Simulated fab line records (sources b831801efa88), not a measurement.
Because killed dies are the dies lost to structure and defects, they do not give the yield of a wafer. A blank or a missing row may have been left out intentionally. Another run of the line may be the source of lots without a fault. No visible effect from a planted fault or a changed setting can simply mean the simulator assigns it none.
2 desks, one fault	flow gf180mcu	what lay behind the numbers comes last; until then each desk has only its own

FOR THE TOOL OWNER'S DESK: pvdSputter-02
The tool's own readings at GF_M4_SPUTTER_00 (material Ti, target thk 37.5 nm, time 150 s): means of the sampled wafers that have a number, for each lot that ran on this tool. If a lot's mean is further than 4 standard deviations from the usual mean, the lot is out of limits and carries the mark OUT (the distance appears in the brackets).
Columns: A = throttleValvePct at GF_M4_SPUTTER_00, usual 30.1 %
lot	first seen here	A
L187	day 25 08:04	29.8
L193	day 27 05:58	30.7
L194	day 27 12:52	30.8
Result from this desk: across the 3 lots, nothing is out of limits.

THE METROLOGY DESK
What the gauges read, lot by lot, whatever tool the lot ran on: means of the sampled wafers that have a number. If a lot's mean is further than 4 standard deviations from the usual mean, the lot is out of limits and carries the mark OUT (the distance appears in the brackets).
Columns: A = V3_OVL at GF_V3_OVL_MEAS_15, usual 0 nm; B = V3_W_RS at GF_V3_RS_MEAS_24, usual 0.328 ohm/sq; C = V3_W_THK at GF_V3_THK_MEAS_25, usual 341 nm
lot	first seen here	A	B	C
L182	day 23 14:42	1	0.325	339
L187	day 25 06:41	-3	0.331	341
L193	day 27 04:35	1	0.328	344
L194	day 27 11:26	5	0.325	346
L201	day 29 05:59	3	0.322	349
L202	day 29 16:13	-0	0.329	343
Result from this desk: across the 6 lots, nothing is out of limits.

TAKEN TOGETHER
The tool owner's desk saw nothing out of limits.
At the metrology desk, nothing out of limits was observed.

WHAT WAS PUT IN BY THE SIMULATOR
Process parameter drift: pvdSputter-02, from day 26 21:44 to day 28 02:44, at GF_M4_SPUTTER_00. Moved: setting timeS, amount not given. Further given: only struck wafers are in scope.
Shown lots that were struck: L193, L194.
